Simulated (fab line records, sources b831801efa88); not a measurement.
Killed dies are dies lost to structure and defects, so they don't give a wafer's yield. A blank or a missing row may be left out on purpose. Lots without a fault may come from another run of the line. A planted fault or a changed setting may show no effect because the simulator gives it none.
Tool commonality check | flow gf180mcu | 11 lots, 33 wafers sampled

WHY IT WAS OPENED
At GF_PASSIVATION_THK_MEAS_03 the reading PASSIVATION_CVD_02_THK is flagged on 2 of 11 lots. Wafers without a fault read 697 nm, standard deviation 8.5.
Rule: a lot is flagged when every wafer of it that has a number lies more than 4 standard deviations from that mean, or none has a number. The other lots count as sound.

lot  | measured     | on            | PASSIVATION_CVD_02_THK (nm), wafer by wafer | flag
L506 | day 28 12:55 | film_metro-04 | 695 684 705                                 |
L508 | day 29 01:00 | film_metro-04 | 685 687 693                                 |
L509 | day 29 08:35 | film_metro-03 | 693 698 701                                 |
L514 | day 30 19:15 | film_metro-04 | 578 590 588                                 | FLAGGED
L515 | day 31 00:52 | film_metro-04 | 579 591 581                                 | FLAGGED
L520 | day 32 09:19 | film_metro-04 | 685 710 704                                 |
L521 | day 32 10:57 | film_metro-03 | 692 711 718                                 |
L522 | day 32 17:13 | film_metro-01 | 685 696 709                                 |
L523 | day 33 01:28 | film_metro-03 | 682 692 698                                 |
L526 | day 33 15:56 | film_metro-01 | 700 705 698                                 |
L529 | day 34 07:37 | film_metro-03 | 682 685 692                                 |
The numbers of the flagged lots are 584 nm on average: -112 nm against the usual, or -13 standard deviations.

WHICH TOOL RAN EACH LOT
The record holds 2 process steps before the reading, out of a route of 602 steps. In each cell: the tool, then ch and the chambers that the sampled wafers went through, then the start.
lot  | flag    | GF_V5_CMP_26                  | GF_PASSIVATION_CVD_02
L506 |         | cmp-01 ch 2,3, day 27 14:22   | pecvd-04 ch 1,2, day 28 12:37
L508 |         | cmp-01 ch 0,1, day 28 03:36   | pecvd-04 ch 0,1, day 29 00:43
L509 |         | cmp-01 ch 2,3, day 28 12:12   | pecvd-04 ch 0,2, day 29 08:17
L514 | FLAGGED | cmp-02 ch 0,1,2, day 29 22:38 | pecvd-02 ch 1,2, day 30 18:56
L515 | FLAGGED | cmp-01 ch 0,2,3, day 30 04:46 | pecvd-02 ch 0,1,2, day 31 00:35
L520 |         | cmp-01 ch 0,1,3, day 31 14:27 | pecvd-03 ch 0,1,2, day 32 09:00
L521 |         | cmp-01 ch 2,3, day 31 16:47   | pecvd-04 ch 0,2, day 32 10:40
L522 |         | cmp-01 ch 1,2,3, day 31 23:00 | pecvd-04 ch 1,2, day 32 16:55
L523 |         | cmp-01 ch 0,2, day 32 07:02   | pecvd-04 ch 0,1,2, day 33 01:11
L526 |         | cmp-02 ch 2,3, day 32 22:16   | pecvd-04 ch 0,1,2, day 33 15:45
L529 |         | cmp-02 ch 0,2,3, day 33 14:36 | pecvd-04 ch 0,1, day 34 07:20
What these steps do:
- GF_V5_CMP_26: polishes, stops on SiO2, t overpolish 15 s, target thk 0 nm.
- GF_PASSIVATION_CVD_02: deposits Si3N4, target thk 700 nm, time 486.18 s.
- GF_PASSIVATION_THK_MEAS_03

FLAGGED OVER TOTAL, TOOL BY TOOL (the gauges that took the reading come last)
step                       | tool          | lots run | flagged | share of the flagged lots | sound lots run after its first flagged lot
GF_V5_CMP_26               | cmp-01        | 8        | 1       | some                      | 4 (L520,L521,L522,L523)
GF_V5_CMP_26               | cmp-02        | 3        | 1       | some                      | 2 (L526,L529)
GF_PASSIVATION_CVD_02      | pecvd-02      | 2        | 2       | all                       | 0
GF_PASSIVATION_CVD_02      | pecvd-03      | 1        | 0       | none                      | -
GF_PASSIVATION_CVD_02      | pecvd-04      | 8        | 0       | none                      | -
GF_PASSIVATION_THK_MEAS_03 | film_metro-01 | 2        | 0       | none                      | -
GF_PASSIVATION_THK_MEAS_03 | film_metro-03 | 4        | 0       | none                      | -
GF_PASSIVATION_THK_MEAS_03 | film_metro-04 | 5        | 2       | all                       | 1 (L520)

WHAT THE TABLE ALLOWS
2 rows of the table ran every flagged lot: pecvd-02 at GF_PASSIVATION_CVD_02, film_metro-04 at GF_PASSIVATION_THK_MEAS_03.
- pecvd-02 at GF_PASSIVATION_CVD_02: 2 of its 2 lots flagged. It ran no sound lot before its first flagged lot in this sample, so the start can't be narrowed down.
- film_metro-04 at GF_PASSIVATION_THK_MEAS_03: 2 of its 5 lots flagged. Sound lots ran on it after the first flagged one (L520), which a lasting fault on the whole tool wouldn't allow.
One tool is left: pecvd-02 at GF_PASSIVATION_CVD_02.

WHAT THE SIMULATOR HAD PUT IN
Site profile drift: pecvd-02, from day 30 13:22 on, at GF_PASSIVATION_CVD_02. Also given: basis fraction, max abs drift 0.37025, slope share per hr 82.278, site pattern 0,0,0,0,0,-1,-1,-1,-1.
Lots struck among those shown: L514, L515. The rule above found the same.
